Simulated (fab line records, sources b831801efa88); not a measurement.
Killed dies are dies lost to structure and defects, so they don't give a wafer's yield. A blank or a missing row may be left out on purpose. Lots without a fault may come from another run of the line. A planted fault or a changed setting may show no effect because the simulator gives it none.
One fault seen from 2 desks | flow gf180mcu | each desk has only its own numbers; what lay behind them comes last

THE METROLOGY DESK
What the gauges read, lot by lot, whatever tool the lot ran on: means of the sampled wafers that have a number. A lot is out of limits, marked OUT, if its mean lies more than 4 standard deviations from the usual mean; the brackets give that distance.
Columns: A = cd_nm at GF_V4_CD_MEAS_14, usual 260.2 nm; B = V4_OVL at GF_V4_OVL_MEAS_15, usual -2 nm
lot  | first seen here | A                | B
L842 | day 24 10:28    | 261.3            | 2
L843 | day 24 18:37    | 259.1            | 1
L844 | day 24 23:00    | 259.1            | 4
L847 | day 26 02:15    | 271.8 (+11) OUT  | 2
L848 | day 26 15:28    | 269.3 (+8.3) OUT | -2
L849 | day 26 18:57    | 268.0 (+7.1) OUT | 4
L853 | day 28 01:50    | 260.9            | -0
L854 | day 28 12:59    | 260.2            | -2
L856 | day 29 10:06    | 260.5            | -4
L858 | day 29 17:22    | 259.5            | -1
L862 | day 30 17:10    | 259.5            | -11
L864 | day 30 22:29    | 261.9            | -9
This desk's finding: out of limits on L847, L848, L849; first on L847, day 26 02:15 (cd_nm at GF_V4_CD_MEAS_14). In limits: L842, L843, L844, L853, L854, L856, L858, L862, L864.

THE TOOL OWNER'S DESK: litho_track-01
The tool's own readings at GF_V4_PEB_12 (peb time 90 s): means of the sampled wafers that have a number, for each lot that ran on this tool. A lot is out of limits, marked OUT, if its mean lies more than 4 standard deviations from the usual mean; the brackets give that distance.
Columns: A = exhaust_pa at GF_V4_PEB_12, usual 45.2 Pa; B = heater_power_total_W at GF_V4_PEB_12, usual 85.70 W; C = plate_temp_C at GF_V4_PEB_12, usual 135.02 C
lot  | first seen here | A    | B               | C
L842 | day 24 10:08    | 45.7 | 85.70           | 135.08
L844 | day 24 22:39    | 45.8 | 85.63           | 134.91
L847 | day 26 01:54    | 44.6 | 89.35 (+40) OUT | 139.54 (+35) OUT
L848 | day 26 15:08    | 46.6 | 89.41 (+41) OUT | 139.29 (+33) OUT
L849 | day 26 18:36    | 44.9 | 89.31 (+40) OUT | 139.32 (+33) OUT
This desk's finding: out of limits on L847, L848, L849; first on L847, day 26 01:54 (heater_power_total_W at GF_V4_PEB_12). In limits: L842, L844.

PUT TOGETHER
The tool owner's desk could have raised an alarm at day 26 01:54, on L847, L848, L849.
The metrology desk could have raised an alarm at day 26 02:15, on L847, L848, L849.
Of the lots named, all ran GF_V4_PEB_12 on litho_track-01.

WHAT THE SIMULATOR HAD PUT IN
Process parameter drift: litho_track-01, from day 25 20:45 on, at GF_V4_PEB_12. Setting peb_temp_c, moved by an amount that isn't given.
Lots struck among those shown: L847, L848, L849.
Hours from the fault's start to each desk's first reading out of limits: the tool owner's desk, 5; the metrology desk, 6.
